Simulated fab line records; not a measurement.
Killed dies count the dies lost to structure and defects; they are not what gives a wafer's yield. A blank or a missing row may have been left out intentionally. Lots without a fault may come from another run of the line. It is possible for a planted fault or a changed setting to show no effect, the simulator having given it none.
Matching of chambers / flow gf180mcu / GF_V4_ETCH_16 on rie-diel-02 has 4 sister chambers
The step etches BARC in N2/H2. 4 wafers are shown with their chamber, then 11 later ones without.

EACH WAFER AND ITS CHAMBER
wafer=L084.4; chamber=3; drypump-motor-current-A (A)=5.2
wafer=L087.4; chamber=2; drypump-motor-current-A (A)=5.9
wafer=L090.4; chamber=0; drypump-motor-current-A (A)=5.7
wafer=L092.4; chamber=1; drypump-motor-current-A (A)=5.5

WAFERS WHOSE CHAMBER IS MISSING
wafer=L092.5; drypump-motor-current-A (A)=5.5
wafer=L092.6; drypump-motor-current-A (A)=5.5
wafer=L093.2; drypump-motor-current-A (A)=5.2
wafer=L093.3; drypump-motor-current-A (A)=5.6
wafer=L093.4; drypump-motor-current-A (A)=5.2
wafer=L094.1; drypump-motor-current-A (A)=5.6
wafer=L094.2; drypump-motor-current-A (A)=5.7
wafer=L094.3; drypump-motor-current-A (A)=5.2
wafer=L096.1; drypump-motor-current-A (A)=5.7
wafer=L096.2; drypump-motor-current-A (A)=5.6
wafer=L096.5; drypump-motor-current-A (A)=5.2

WHICH CHAMBER EACH ONE RAN IN
wafer=L092.5; from the rows above=1; in truth=1
wafer=L092.6; from the rows above=1; in truth=1
wafer=L093.2; from the rows above=3; in truth=3
wafer=L093.3; from the rows above=can't be placed: 1 or 0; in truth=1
wafer=L093.4; from the rows above=3; in truth=3
wafer=L094.1; from the rows above=can't be placed: 1 or 0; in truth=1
wafer=L094.2; from the rows above=0; in truth=0
wafer=L094.3; from the rows above=3; in truth=3
wafer=L096.1; from the rows above=0; in truth=0
wafer=L096.2; from the rows above=can't be placed: 1 or 0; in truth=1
wafer=L096.5; from the rows above=3; in truth=3
8 of 11 placed correctly. Can't be placed from these rows: 3 (the true chamber is among the candidates in 3). Placed wrongly: 0.
How it was worked out, from the rows above alone: a wafer's distance from a chamber is the root of the sum, over the readings, of the square of ((its reading less the chamber's mean) divided by the reading's scatter). The wafer belongs to the nearest chamber; if the next one is less than 2 further off, it can't be placed. For every chamber, the mean is computed from those of its wafers that are shown. The scatter: root of mean squared gap, hidden wafer to nearest shown wafer, with one shown wafer a chamber.
